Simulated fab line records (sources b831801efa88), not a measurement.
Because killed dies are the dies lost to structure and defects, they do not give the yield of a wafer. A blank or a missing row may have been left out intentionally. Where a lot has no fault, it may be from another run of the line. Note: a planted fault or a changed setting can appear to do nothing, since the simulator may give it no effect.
Struck lot and sound lot, side by side + flow sky130 + 15 steps out of a route of 708
Sound: these wafers, L548.1, L548.3, L548.4. The struck wafers were L559.1, L559.4, L559.6. The cause comes at the end.
Per side, at each step with rows, come the tool, then ch with its chambers, and then its first start. Under that, the readings that differ: sound wafers + struck wafers + difference of the means + sigmas: that difference in standard deviations of wafers without a fault.
alike: readings with means less than 2 such deviations apart, plus words and numbers identical on both sides. not compared: withheld readings, readings lacking a value on some wafer, bounds such as >300 that could conceal the same value, and numbers that have no deviation in the record and whose values overlap.
The two part at a step that has a row with sigmas, a row that says differs or no value, or rows on one side only. When numbers do not overlap yet have no deviation, they are printed without sigmas and do not part them. A reading that every wafer of one side lacks parts them only if that side has two wafers or more.

SKY_LDD_HVN_OVL_MEAS_07:
  struck on overlay-01, day 25 22:55; sound on overlay-02, day 22 01:29
| reading          | sound       | struck         | difference | sigmas |
|------------------|-------------|----------------|------------|--------|
| LDD_HVN_OVL (nm) | 1.1 2.9 1.2 | -1.6 -1.1 -1.8 | -3.2       | -3     |
after that, 1 step had no rows for these wafers: SKY_LDD_HVN_IMPLANT_08.
SKY_LDD_HVN_STRIP_09: strips in O2/N2.
  sound on plasma_asher-03 ch 0,1, day 22 01:40; struck on plasma_asher-02 ch 0,1, day 25 23:06
  alike: drypump_motor_current_A, n2_flow_sccm, oes_product_au, strip_time_to_endpoint_s
  not compared: rf_hours_counter_h
SKY_LDD_HVN_TW_MEAS_10:
  struck on film_metro-03, day 25 23:12; sound on film_metro-03, day 22 01:46
  alike: LDD_HVN_TW
then, 7 steps without rows for these wafers: SKY_LDD_HVP_DEHYDRATE_00 (time 60 s); SKY_LDD_HVP_HMDS_01 (prime time 60 s); SKY_LDD_HVP_COAT_02 (resist thk 300 nm); SKY_LDD_HVP_SOFTBAKE_03 (time 60 s); SKY_LDD_HVP_EXPOSE_04 (exposes mask HVPTM, target cd 700 nm); SKY_LDD_HVP_PEB_05; SKY_LDD_HVP_DEVELOP_06 (develop time 60 s).
SKY_LDD_HVP_OVL_MEAS_07:
  struck on overlay-02, day 27 04:34; sound on overlay-02, day 23 08:35
  alike: LDD_HVP_OVL
SKY_LDD_HVP_IMPLANT_08:
  sound on implanter-04 ch 0, day 23 08:37; struck on implanter-02 ch 0, day 27 04:36
| reading                   | sound                | struck               | difference | sigmas |
|---------------------------|----------------------|----------------------|------------|--------|
| beam_energy_keV           | 20.004 19.998 20.004 | 20.513 20.512 20.516 | +0.512     | +84    |
| model.implant.drp_nm (nm) | 28.53 28.53 28.53    | 29.08 29.08 29.08    | +0.55      |        |
  alike: beam_on_s, end_station_pressure_torr
SKY_LDD_HVP_STRIP_09: strips in O2/N2.
  sound on plasma_asher-01 ch 0,1, day 23 08:46; struck on plasma_asher-03 ch 0,1, day 27 04:45
  alike: drypump_motor_current_A, n2_flow_sccm, oes_product_au, strip_time_to_endpoint_s
  not compared: rf_hours_counter_h
-- the record jumps here: 22 days lie between the struck wafers' starts before and after (it left off in module LDD_HVP and takes up again in module PAD_OPEN, whose first step shown is number 708 of the route) --
SKY_PAD_OPEN_PROBE_99:
  struck on prober-02, day 49 11:33; sound on prober-02, day 47 02:29
  alike: killed_at_M0_to_M3, killed_at_M4_up, killed_at_contacts, killed_at_front_end, killed_at_other, killed_dies, killed_open, killed_short

== WHERE THEY PART ==
Last at SKY_LDD_HVP_IMPLANT_08 as far as this record goes, first at SKY_LDD_HVN_OVL_MEAS_07. Later steps at which nothing parts them and some readings are alike: SKY_LDD_HVP_STRIP_09, SKY_PAD_OPEN_PROBE_99.

WHY: whatever the simulator had introduced
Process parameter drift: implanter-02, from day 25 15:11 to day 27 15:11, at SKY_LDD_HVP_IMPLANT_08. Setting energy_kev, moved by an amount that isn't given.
